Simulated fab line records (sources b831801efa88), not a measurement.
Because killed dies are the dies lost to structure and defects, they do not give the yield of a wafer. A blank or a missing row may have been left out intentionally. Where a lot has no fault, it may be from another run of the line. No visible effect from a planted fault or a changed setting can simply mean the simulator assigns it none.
fab line records | flow sfq-line
[record] lots = 5 | wafers = 15 | last-day = 91
route steps=325 shown L0@4 L0V@16 M0@28
lots that met no fault: from a run of the same line without faults
start-h: start of the lot's first displayed wafer, in hours after the record's first day | wait-h: how many hours have passed since the lot's step before this one | " same as the row above | L1.1+2: a single row standing in for several wafers | - no value, or no start given | * or withheld: withheld | < > ~ a bound
route shown NAME@n: a module of which the file shows steps, and the number in the route of the first | usual: mean/standard deviation taken from wafers without a fault | same: alike in all rows | chamber/n: place in a boat | sites: each site's reading | _std_site: how widely they spread, as a standard deviation | _edge_site: mean of outer sites minus mean of inner sites | radius-mm: for every site, how far away it sits from the centre of the wafer | mask NAME#n: copy n | behind: the tool/chamber that last shaped the wafer | hold: cause of the lot's hold/its duration in hours/its outcome | device: whichever transistor did not switch (one of n, p or np) | end of line: tests run on the same wafers once the route is complete | step lacking rows: just its recipe | killed: at the first sort, the dies lost to defects and structure; wafer yield is something else | map: shows each die of a wafer: x if killed, . if not, _ if none is there
set.NAME: the run value of the setting; set.NAME@STEP: its run value at that earlier step | model.NAME: the simulator's own value behind a step, which no gauge read
lots at some steps of the route; a table a step, a row a wafer
services: the hour from which a tool's chamber was out of use, counted from the record's first day as start-h (under 0 if before that day), plus the number of hours and why
[[steps]]
[step SFQ_L0_RS_MEAS_901]
[recipe] thk-meas-gauge = four-point-probe | reads = MoNx_KI_of_TRILAYER_L0_DEP_SPUTTER_003
[usual] L0_MONX_KI_RS = 43.4/0.58
lot.wafer | tool          | chamber | start-h | wait-h | L0_MONX_KI_RS[ohm/sq]
L714.4    | film-metro-04 | -       | 17.62   | 0.1    | 44.1
L714.5    | "             | -       | "       | "      | 43.8
L714.6    | "             | -       | "       | "      | 43.9
L725.2    | film-metro-01 | -       | 72.58   | 0.1    | 44.3
L725.3    | "             | -       | "       | "      | 44.1
L725.5    | "             | -       | "       | "      | 44.3
L729.1    | film-metro-01 | -       | 92.56   | 0.0    | 44.2
L729.3    | "             | -       | "       | "      | 43.6
L729.5    | "             | -       | "       | "      | 43.6
L734.3    | film-metro-03 | -       | 117.60  | 0.1    | 43.0
L734.4    | "             | -       | "       | "      | 43.5
L734.6    | "             | -       | "       | "      | 42.8
L736.2    | film-metro-04 | -       | 127.58  | 0.1    | 43.2
L736.3    | "             | -       | "       | "      | 42.5
L736.4    | "             | -       | "       | "      | 42.1
[step SFQ_L0_THK_MEAS_902]
[recipe] thk-meas-gauge = xrf | reads = MoNx_KI_of_TRILAYER_L0_DEP_SPUTTER_003
[usual] L0_MONX_KI_THK = 40.6/0.55
lot.wafer | tool          | chamber | start-h | wait-h | L0_MONX_KI_THK[nm]
L714.4    | film-metro-04 | -       | 17.71   | 0.1    | 40.1
L714.5    | "             | -       | "       | "      | 40.2
L714.6    | "             | -       | "       | "      | 40.4
L725.2    | film-metro-01 | -       | 72.69   | 0.1    | 40.0
L725.3    | "             | -       | "       | "      | 40.1
L725.5    | "             | -       | "       | "      | 40.0
L729.1    | film-metro-01 | -       | 92.68   | 0.1    | 40.1
L729.3    | "             | -       | "       | "      | 40.5
L729.5    | "             | -       | "       | "      | 40.6
L734.3    | film-metro-03 | -       | 117.70  | 0.1    | 40.7
L734.4    | "             | -       | "       | "      | 40.0
L734.6    | "             | -       | "       | "      | 40.9
L736.2    | film-metro-04 | -       | 127.69  | 0.1    | 40.9
L736.3    | "             | -       | "       | "      | 41.4
L736.4    | "             | -       | "       | "      | 41.7
[step SFQ_TRILAYER_L0_LITHO_COAT_010]
[recipe] resist = BARC | spin-rpm = 3000 | resist-thk-nm = 62
[step SFQ_TRILAYER_L0_LITHO_COAT_005]
[recipe] resist = KrF | spin-rpm = 3000 | resist-thk-nm = 595
[step SFQ_TRILAYER_L0_LITHO_SOFTBAKE_009]
[recipe] temp-c = withheld | time-s = withheld | resist = KrF
[step SFQ_TRILAYER_L0_LITHO_EXPOSE_006]
[recipe] mask-id = L0 | na = 0.6 | source-shape = conventional | sigma-outer = 0.65 | target-cd-nm = 2000 | dose-mj = 14.4
[step SFQ_TRILAYER_L0_LITHO_PEB_008]
[recipe] peb-temp-c = 115 | peb-time-s = 60 | resist = KrF
[step SFQ_TRILAYER_L0_LITHO_DEVELOP_007]
[recipe] time-s = 60 | resist = KrF
[step SFQ_TRILAYER_L0_BARC_OPEN_METAL_ETCH_010]
[recipe] mask-material = PR | chemistry = O2 | target-depth-nm = 125 | target = BARC | icp-w = 600 | bias-w = 80 | pressure-mtorr = 10 | time-s = 41.7
[usual] drypump-motor-current-A = 5.3/0.49 | oes-product-au = 0.685/0.0047
[same] time-s = 41.7
lot.wafer | tool         | chamber | start-h | wait-h | drypump-motor-current-A | oes-product-au | rf-hours-counter-h
L714.4    | rie-metal-02 | 0       | 36.90   | 0.1    | 5.7                     | 0.683          | -
L714.5    | "            | 0       | "       | "      | 5.7                     | 0.684          | -
L714.6    | "            | 1       | "       | "      | 4.9                     | 0.677          | -
L725.2    | rie-metal-02 | 1       | 97.10   | 0.1    | 4.8                     | 0.690          | 65
L725.3    | "            | 1       | "       | "      | 4.8                     | 0.686          | -
L725.5    | "            | 1       | "       | "      | 4.8                     | 0.681          | -
L729.1    | rie-metal-02 | 1       | 143.90  | 0.1    | 4.9                     | 0.692          | 74
L729.3    | "            | 1       | "       | "      | 4.9                     | 0.685          | -
L729.5    | "            | 1       | "       | "      | 4.9                     | 0.687          | -
L734.3    | rie-metal-03 | 0       | 192.05  | 0.1    | 5.0                     | 0.682          | -
L734.4    | "            | 1       | "       | "      | 6.2                     | 0.685          | -
L734.6    | "            | 1       | "       | "      | 6.2                     | 0.683          | -
L736.2    | rie-metal-03 | 0       | 213.63  | 0.1    | 5.0                     | 0.686          | 95
L736.3    | "            | 1       | "       | "      | 6.2                     | 0.691          | -
L736.4    | "            | 0       | "       | "      | 4.9                     | 0.686          | -
[step SFQ_TRILAYER_L0_ETCH_METAL_ETCH_008]
[recipe] target = MoNx_KI | stop-on = SiO2 | mask-material = PR | chemistry = SF6/O2 | target-depth-nm = 50 | icp-w = 600 | bias-w = 80 | pressure-mtorr = 10 | time-s = 25
[usual] drypump-motor-current-A = 5.3/0.49 | oes-product-au = 0.875/0.0078
[same] time-s = 25
lot.wafer | tool         | chamber | start-h | wait-h | drypump-motor-current-A | oes-product-au | rf-hours-counter-h
L714.4    | rie-metal-02 | 0       | 36.95   | 0.0    | 5.7                     | 0.860          | -
L714.5    | "            | 0       | "       | "      | 5.7                     | 0.872          | -
L714.6    | "            | 1       | "       | "      | 4.9                     | 0.873          | -
L725.2    | rie-metal-02 | 1       | 97.16   | 0.0    | 4.9                     | 0.869          | 65
L725.3    | "            | 1       | "       | "      | 4.9                     | 0.864          | -
L725.5    | "            | 1       | "       | "      | 4.8                     | 0.863          | -
L729.1    | rie-metal-02 | 1       | 143.96  | 0.0    | 4.9                     | 0.870          | 74
L729.3    | "            | 1       | "       | "      | 4.8                     | 0.881          | -
L729.5    | "            | 1       | "       | "      | 4.8                     | 0.877          | -
L734.3    | rie-metal-03 | 0       | 192.10  | 0.0    | 5.0                     | 0.884          | -
L734.4    | "            | 1       | "       | "      | 6.2                     | 0.874          | -
L734.6    | "            | 1       | "       | "      | 6.2                     | 0.878          | -
L736.2    | rie-metal-03 | 0       | 213.69  | 0.0    | 5.0                     | 0.875          | 95
L736.3    | "            | 1       | "       | "      | 6.2                     | 0.886          | -
L736.4    | "            | 0       | "       | "      | 4.9                     | 0.887          | -
[step SFQ_TRILAYER_L0_STRIP_STRIP_009]
[recipe] gas = O2 | power-w = 200 | platen-temp-c = 40 | overash-fraction = 0.65 | chemistry = O2 | pressure-mtorr = 50
[usual] drypump-motor-current-A = 5.3/0.5 | oes-product-au = 0.998/0.009
[same] overash-fraction = 0.65
lot.wafer | tool         | chamber | start-h | wait-h | drypump-motor-current-A | oes-product-au | rf-hours-counter-h
L714.4    | rie-metal-02 | 0       | 37.18   | 0.2    | 5.7                     | 0.990          | -
L714.5    | "            | 0       | "       | "      | 5.7                     | 0.998          | -
L714.6    | "            | 1       | "       | "      | 4.8                     | 0.986          | -
L725.2    | rie-metal-02 | 1       | 97.21   | 0.0    | 4.8                     | 0.989          | 65
L725.3    | "            | 1       | "       | "      | 4.8                     | 1.004          | -
L725.5    | "            | 1       | "       | "      | 4.9                     | 0.995          | -
L729.1    | rie-metal-02 | 1       | 144.01  | 0.0    | 4.9                     | 0.996          | 74
L729.3    | "            | 1       | "       | "      | 4.8                     | 0.999          | -
L729.5    | "            | 1       | "       | "      | 4.8                     | 0.994          | -
L734.3    | rie-metal-03 | 0       | 192.33  | 0.2    | 4.9                     | 0.999          | -
L734.4    | "            | 1       | "       | "      | 6.2                     | 0.996          | -
L734.6    | "            | 1       | "       | "      | 6.2                     | 1.005          | -
L736.2    | rie-metal-03 | 0       | 213.73  | 0.0    | 5.0                     | 1.009          | 96
L736.3    | "            | 1       | "       | "      | 6.2                     | 1.007          | -
L736.4    | "            | 0       | "       | "      | 5.0                     | 1.002          | -
[step SFQ_TRILAYER_L0_STRIP_SOLV_CLEAN_010]
[recipe] chemistry = NMP | temp-c = 70 | time-s = 600
[step SFQ_TRILAYER_L0_CAP_PECVD_011]
[recipe] material = SiO2 | temp-c = 150 | time-s = 13.333 | pressure-torr = 2.4 | rf-w = 183.3 | precursor = SiH4/N2O | target-thk-nm = 60
[usual] heater-power-w = 84/21 | rf-fwd-power-W = 180.1/1 | throttle-valve-pct = 25.4/1.9
[same] time-s = 13.333
lot.wafer | tool     | chamber | start-h | wait-h | heater-power-w | rf-fwd-power-W | throttle-valve-pct | model.SiO2_of_TRILAYER_L0_CAP_PECVD_011.thk-nm
L714.4    | pecvd-03 | 1       | 37.94   | 0.0    | 88             | 182.5          | 23.9               | 60.73
L714.5    | "        | 0       | "       | "      | 109            | 180.3          | 23.8               | 59.41
L714.6    | "        | 2       | "       | "      | 100            | 179.1          | 23.5               | 61.52
L725.2    | pecvd-01 | 1       | 97.98   | 0.0    | 44             | 178.5          | 28.4               | 60.39
L725.3    | "        | 0       | "       | "      | 100            | 180.2          | 28.9               | 59.62
L725.5    | "        | 1       | "       | "      | 43             | 179.5          | 28.3               | 62.05
L729.1    | pecvd-04 | 2       | 144.78  | 0.0    | 77             | 180.3          | 24.9               | 59.36
L729.3    | "        | 0       | "       | "      | 86             | 181.7          | 24.3               | 59.5
L729.5    | "        | 1       | "       | "      | 98             | 181.2          | 25.2               | 60.6
L734.3    | pecvd-03 | 2       | 192.91  | 0.0    | 111            | 150.5          | 23.9               | 57.11
L734.4    | "        | 2       | "       | "      | 111            | 149.9          | 24.1               | 58.26
L734.6    | "        | 1       | "       | "      | 78             | 181.3          | 24.6               | 60.62
L736.2    | pecvd-01 | 1       | 214.51  | 0.0    | 50             | 180.2          | 24.2               | 59.74
L736.3    | "        | 2       | "       | "      | 65             | 180.0          | 22.3               | 58.43
L736.4    | "        | 1       | "       | "      | 50             | 179.2          | 24.0               | 61.42
[step SFQ_TRILAYER_L0_VIA_LITHO_COAT_018]
[recipe] resist = BARC | spin-rpm = 3000 | resist-thk-nm = 62
[step SFQ_TRILAYER_L0_VIA_LITHO_COAT_013]
[recipe] resist = KrF | spin-rpm = 3000 | resist-thk-nm = 639.5
[step SFQ_TRILAYER_L0_VIA_LITHO_SOFTBAKE_017]
[recipe] temp-c = withheld | time-s = withheld | resist = KrF
[step SFQ_TRILAYER_L0_VIA_LITHO_EXPOSE_014]
[recipe] mask-id = L0V | na = 0.6 | source-shape = conventional | sigma-outer = 0.65 | target-cd-nm = 700 | dose-mj = 21.3
[step SFQ_TRILAYER_L0_VIA_LITHO_PEB_016]
[recipe] peb-temp-c = 115 | peb-time-s = 60 | resist = KrF
[step SFQ_TRILAYER_L0_VIA_LITHO_DEVELOP_015]
[recipe] time-s = 60 | resist = KrF
[step SFQ_L0V_OVL_MEAS_903]
[usual] L0V_OVL = 1/5
lot.wafer | tool       | chamber | start-h | wait-h | L0V_OVL[nm]
L714.4    | overlay-01 | -       | 103.12  | 0.1    | -1
L714.5    | "          | -       | "       | "      | 0
L714.6    | "          | -       | "       | "      | -2
L725.2    | overlay-02 | -       | 152.31  | 0.1    | -1
L725.3    | "          | -       | "       | "      | -3
L725.5    | "          | -       | "       | "      | 3
L729.1    | overlay-01 | -       | 249.58  | 0.1    | 2
L729.3    | "          | -       | "       | "      | 1
L729.5    | "          | -       | "       | "      | 8
L734.3    | overlay-02 | -       | 302.10  | 0.1    | -8
L734.4    | "          | -       | "       | "      | -4
L734.6    | "          | -       | "       | "      | -1
L736.2    | overlay-01 | -       | 322.36  | 0.1    | 2
L736.3    | "          | -       | "       | "      | 3
L736.4    | "          | -       | "       | "      | 4
[step SFQ_TRILAYER_L0_VIA_BARC_OPEN_VIA_ETCH_021]
[recipe] mask-material = PR | chemistry = O2 | target-depth-nm = 125 | target = BARC | source-w = 500 | bias-w = 80 | pressure-mtorr = 30 | time-s = 41.7
[step SFQ_TRILAYER_L0_VIA_ETCH_VIA_ETCH_016]
[recipe] target = SiO2 | stop-on = MoNx_KI | mask-material = PR | chemistry = CHF3 | target-depth-nm = 80 | source-w = 500 | bias-w = 80 | pressure-mtorr = 30 | time-s = withheld
[usual] drypump-motor-current-A = 5.8/0.43 | oes-product-au = 0.842/0.0077
lot.wafer | tool        | chamber | start-h | wait-h | drypump-motor-current-A | oes-product-au | model.L0V.feature-depth-nm | model.etch.depth-nm
L714.4    | rie-diel-03 | 1       | 103.18  | 0.0    | 6.0                     | 0.846          | 60.73                      | 60.73
L714.5    | "           | 3       | "       | "      | 5.8                     | 0.829          | 59.41                      | 59.41
L714.6    | "           | 0       | "       | "      | 6.5                     | 0.861          | 61.52                      | 61.52
L725.2    | rie-diel-02 | 1       | 152.38  | 0.0    | 5.7                     | 0.841          | 60.39                      | 60.39
L725.3    | "           | 3       | "       | "      | 6.0                     | 0.846          | 59.62                      | 59.62
L725.5    | "           | 1       | "       | "      | 5.7                     | 0.851          | 62.05                      | 62.05
L729.1    | rie-diel-03 | 1       | 249.68  | 0.0    | 6.0                     | 0.834          | 59.36                      | 59.36
L729.3    | "           | 0       | "       | "      | 6.4                     | 0.833          | 59.5                       | 59.5
L729.5    | "           | 1       | "       | "      | 6.0                     | 0.841          | 60.6                       | 60.6
L734.3    | rie-diel-04 | 1       | 302.17  | 0.0    | 5.9                     | 0.825          | 57.11                      | 57.11
L734.4    | "           | 3       | "       | "      | 5.3                     | 0.822          | 58.26                      | 58.26
L734.6    | "           | 1       | "       | "      | 6.0                     | 0.845          | 60.62                      | 60.62
L736.2    | rie-diel-02 | 1       | 322.43  | 0.0    | 5.7                     | 0.838          | 59.74                      | 59.74
L736.3    | "           | 2       | "       | "      | 6.5                     | 0.835          | 58.43                      | 58.43
L736.4    | "           | 1       | "       | "      | 5.7                     | 0.846          | 61.42                      | 61.42
[step SFQ_TRILAYER_L0_VIA_STRIP_STRIP_017]
[recipe] gas = O2 | power-w = 200 | platen-temp-c = 40 | overash-fraction = 0.65 | chemistry = O2 | pressure-mtorr = 50
[usual] drypump-motor-current-A = 5.5/0.46 | oes-product-au = 0.998/0.008
[same] overash-fraction = 0.65
lot.wafer | tool         | chamber | start-h | wait-h | drypump-motor-current-A | oes-product-au | rf-hours-counter-h
L714.4    | rie-metal-01 | 1       | 103.42  | -      | 5.8                     | 0.998          | -
L714.5    | "            | 0       | "       | "      | 6.0                     | 1.000          | -
L714.6    | "            | 1       | "       | "      | 5.8                     | 1.002          | -
L725.2    | rie-metal-01 | 1       | 152.43  | -      | 5.8                     | 0.986          | 155
L725.3    | "            | 1       | "       | "      | 5.8                     | 1.002          | -
L725.5    | "            | 1       | "       | "      | 5.8                     | 1.004          | -
L729.1    | rie-metal-04 | 1       | 249.75  | -      | 5.0                     | 0.986          | 40
L729.3    | "            | 0       | "       | "      | 5.4                     | 0.988          | -
L729.5    | "            | 0       | "       | "      | 5.4                     | 0.993          | -
L734.3    | rie-metal-01 | 0       | 302.41  | -      | 6.0                     | 1.012          | -
L734.4    | "            | 1       | "       | "      | 5.8                     | 1.003          | -
L734.6    | "            | 1       | "       | "      | 5.8                     | 1.005          | -
L736.2    | rie-metal-03 | 1       | 322.48  | -      | 6.2                     | 1.018          | 42
L736.3    | "            | 1       | "       | "      | 6.2                     | 1.022          | -
L736.4    | "            | 0       | "       | "      | 5.0                     | 1.000          | -
[step SFQ_TRILAYER_L0_VIA_STRIP_SOLV_CLEAN_018]
[recipe] chemistry = NMP | temp-c = 70 | time-s = 600
[step SFQ_TRILAYER_M0_DEP_PRE_CLEAN_020]
[recipe] gas = Ar | time-s = 15 | bias-v = 250
[same] time-s = 15
lot.wafer | tool           | chamber | start-h | wait-h | model.SiO2_of_TRILAYER_L0_CAP_PECVD_011.thk-nm
L714.4    | pvd-sputter-04 | -       | 104.00  | 0.0    | 55.73
L714.5    | "              | -       | "       | "      | 54.41
L714.6    | "              | -       | "       | "      | 56.52
L725.2    | pvd-sputter-06 | -       | 153.22  | 0.0    | 55.39
L725.3    | "              | -       | "       | "      | 54.62
L725.5    | "              | -       | "       | "      | 57.05
L729.1    | pvd-sputter-05 | -       | 250.52  | 0.0    | 54.36
L729.3    | "              | -       | "       | "      | 54.5
L729.5    | "              | -       | "       | "      | 55.6
L734.3    | pvd-sputter-06 | -       | 303.00  | 0.0    | 52.11
L734.4    | "              | -       | "       | "      | 53.26
L734.6    | "              | -       | "       | "      | 55.62
L736.2    | pvd-sputter-06 | -       | 323.25  | 0.0    | 54.74
L736.3    | "              | -       | "       | "      | 53.43
L736.4    | "              | -       | "       | "      | 56.42
[step SFQ_TRILAYER_M0_DEP_SPUTTER_019]
[recipe] material = Nb | base-pressure-pa = 1.33e-06 | chamber-pressure-pa = 0.1333 | substrate-temp-c = 20 | resputter-cathode-voltage-v = 400 | target-thk-nm = 200 | power-w = 2000 | time-s = 133.3
[usual] chamber-pressure-pa = 0.13333/0.00026 | throttle-valve-pct = 30.1/1.1
[same] time-s = 133.3
lot.wafer | tool           | chamber | start-h | wait-h | chamber-pressure-pa | throttle-valve-pct
L714.4    | pvd-sputter-04 | -       | 104.02  | 0.0    | 0.13337             | 30.0
L714.5    | "              | -       | "       | "      | 0.13374             | 31.4
L714.6    | "              | -       | "       | "      | 0.13325             | 29.8
L725.2    | pvd-sputter-06 | -       | 153.24  | 0.0    | 0.13301             | 28.6
L725.3    | "              | -       | "       | "      | 0.13326             | 28.9
L725.5    | "              | -       | "       | "      | 0.13323             | 28.7
L729.1    | pvd-sputter-05 | -       | 250.55  | 0.0    | 0.13323             | 32.0
L729.3    | "              | -       | "       | "      | 0.1339              | 30.4
L729.5    | "              | -       | "       | "      | 0.13368             | 30.4
L734.3    | pvd-sputter-06 | -       | 303.03  | 0.0    | 0.13308             | 31.2
L734.4    | "              | -       | "       | "      | 0.13339             | 28.7
L734.6    | "              | -       | "       | "      | 0.13327             | 28.5
L736.2    | pvd-sputter-06 | -       | 323.28  | 0.0    | 0.13327             | 30.9
L736.3    | "              | -       | "       | "      | 0.13284             | 31.0
L736.4    | "              | -       | "       | "      | 0.13364             | 28.5
[[services]]
tool           | chamber | start-h | hours | kind
rie-diel-03    | -       | 18.97   | 0.6   | repair
pvd-sputter-05 | -       | 30.42   | 2.1   | repair
pecvd-03       | -       | 36.18   | 0.5   | repair
rie-diel-02    | 2       | 69.50   | 6.6   | repair
pvd-sputter-05 | -       | 69.68   | 2.7   | repair
rie-metal-03   | 1       | 82.82   | 49.6  | repair
rie-metal-02   | -       | 93.27   | 1.0   | repair
rie-diel-03    | 3       | 93.35   | 3.0   | repair
rie-diel-03    | 3       | 117.50  | 4.5   | repair
rie-metal-02   | -       | 150.44  | 0.4   | repair
rie-metal-01   | 0       | 165.74  | 2.9   | repair
rie-metal-02   | -       | 167.36  | 0.7   | repair
pecvd-01       | -       | 194.32  | 14.0  | pm
pecvd-03       | 2       | 196.31  | 3.8   | repair
rie-diel-03    | -       | 206.51  | 0.8   | repair
rie-diel-03    | -       | 217.75  | 14.6  | pm
rie-metal-03   | 1       | 221.69  | 64.5  | repair
pecvd-01       | 0       | 226.73  | 5.1   | repair
rie-diel-02    | -       | 231.60  | 2.8   | pm
rie-diel-03    | 2       | 246.81  | 4.1   | repair
rie-metal-01   | -       | 276.58  | 1.4   | pm
rie-diel-03    | 3       | 284.96  | 5.1   | repair
pecvd-03       | 0       | 309.01  | 27.1  | repair
pvd-sputter-06 | -       | 314.02  | 8.9   | repair
[[key]]
[first-sign] step = SFQ_TRILAYER_L0_CAP_PECVD_011 | reading = rf-fwd-power-W | direction = down | sigmas = 29 | usual = 180.1 | struck = 150.2
effect none on later readings
[model-effect] step = SFQ_TRILAYER_L0_CAP_PECVD_011 | value = SiO2_of_TRILAYER_L0_CAP_PECVD_011.thk-nm | without = 60.74 | struck = 57.69
[model-effect] step = SFQ_TRILAYER_L0_VIA_ETCH_VIA_ETCH_016 | value = L0V.feature-depth-nm | without = 60.74 | struck = 57.69
[model-effect] step = SFQ_TRILAYER_M0_DEP_PRE_CLEAN_020 | value = SiO2_of_TRILAYER_L0_CAP_PECVD_011.thk-nm | without = 55.74 | struck = 52.69
met-at SFQ_TRILAYER_L0_CAP_PECVD_011
struck-wafers L734.3,L734.4
onset-between 37.94 192.91
[fault] kind = process-parameter-drift | tool = pecvd-03 | chamber = 2 | onset-h = 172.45 | steps = SFQ_TRILAYER_L0_CAP_PECVD_011 | channel = rf-w | offset = -29.328 | shape = step | end-h = 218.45 | acts-in = these-recipes-only | stated = 183.3
